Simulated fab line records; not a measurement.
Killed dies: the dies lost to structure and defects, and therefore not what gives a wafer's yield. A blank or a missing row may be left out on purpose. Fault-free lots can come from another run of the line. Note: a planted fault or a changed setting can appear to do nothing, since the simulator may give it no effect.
The same fault as seen by 2 desks || flow gf180mcu || only its own numbers are on each desk; what lay behind them is given at the end

== THE METROLOGY DESK ==
Lot by lot, what the gauges showed, no matter which tool ran the lot: averages of those sampled wafers that carry a number. If a lot's mean is further than 4 standard deviations from the usual mean, the lot is out of limits and carries the mark OUT (the distance appears in the brackets).
Columns: A = HV_LDD_RS at GF_HV_LDD_RS_MEAS_53, usual 418.8 ohm/sq; B = CONTACT_CVD_00_THK at GF_CONTACT_THK_MEAS_01, usual 300.6 nm
{"lot": "L537", "first seen here": "day 12 12:56", "A": 418.7, "B": 301.6}
{"lot": "L538", "first seen here": "day 12 20:35", "A": 418.5, "B": 302.5}
{"lot": "L541", "first seen here": "day 13 22:25", "A": 420.5, "B": 299.7}
{"lot": "L542", "first seen here": "day 14 01:23", "A": 419.1, "B": 301.6}
{"lot": "L543", "first seen here": "day 14 12:23", "A": 416.9, "B": 302.4}
{"lot": "L544", "first seen here": "day 14 19:56", "A": 417.4, "B": 300.2}
{"lot": "L545", "first seen here": "day 15 02:54", "A": 419.4, "B": 299.1}
{"lot": "L546", "first seen here": "day 15 11:27", "A": 419.9, "B": 297.6}
{"lot": "L547", "first seen here": "day 15 17:02", "A": 419.3, "B": 300.2}
{"lot": "L549", "first seen here": "day 16 10:11", "A": 420.0, "B": 305.0}
{"lot": "L555", "first seen here": "day 18 16:17", "A": 416.8, "B": 300.7}
{"lot": "L556", "first seen here": "day 19 10:14", "A": 418.5, "B": 303.9}
{"lot": "L558", "first seen here": "day 19 21:41", "A": 419.0, "B": 296.5}
{"lot": "L560", "first seen here": "day 20 14:28", "A": 418.9, "B": 296.9}
This desk found nothing out of limits on any of the 14 lots.

== TOOL OWNER'S DESK, litho_track-02 ==
The tool's own readings at GF_SAB_COAT_04 (resist thk 1000 nm): means of the sampled wafers that have a number, for each lot that ran on this tool. If a lot's mean is further than 4 standard deviations from the usual mean, the lot is out of limits and carries the mark OUT (the distance appears in the brackets).
Columns: A = dispense_pressure_kPa at GF_SAB_COAT_04, usual 52 kPa
{"lot": "L541", "first seen here": "day 16 04:59", "A": 53}
{"lot": "L544", "first seen here": "day 17 04:44", "A": 53}
{"lot": "L545", "first seen here": "day 17 12:35", "A": 53}
{"lot": "L546", "first seen here": "day 17 20:44", "A": 53}
{"lot": "L547", "first seen here": "day 18 02:11", "A": 53}
{"lot": "L549", "first seen here": "day 18 22:14", "A": 53}
{"lot": "L555", "first seen here": "day 21 09:08", "A": 53}
{"lot": "L556", "first seen here": "day 22 01:52", "A": 53}
{"lot": "L560", "first seen here": "day 23 03:49", "A": 53}
This desk found nothing out of limits on any of the 9 lots.

== BROUGHT TOGETHER ==
At the metrology desk, nothing out of limits was observed.
Nothing out of limits was seen by the tool owner's desk.

== WHAT THE SIMULATOR HAD INSERTED ==
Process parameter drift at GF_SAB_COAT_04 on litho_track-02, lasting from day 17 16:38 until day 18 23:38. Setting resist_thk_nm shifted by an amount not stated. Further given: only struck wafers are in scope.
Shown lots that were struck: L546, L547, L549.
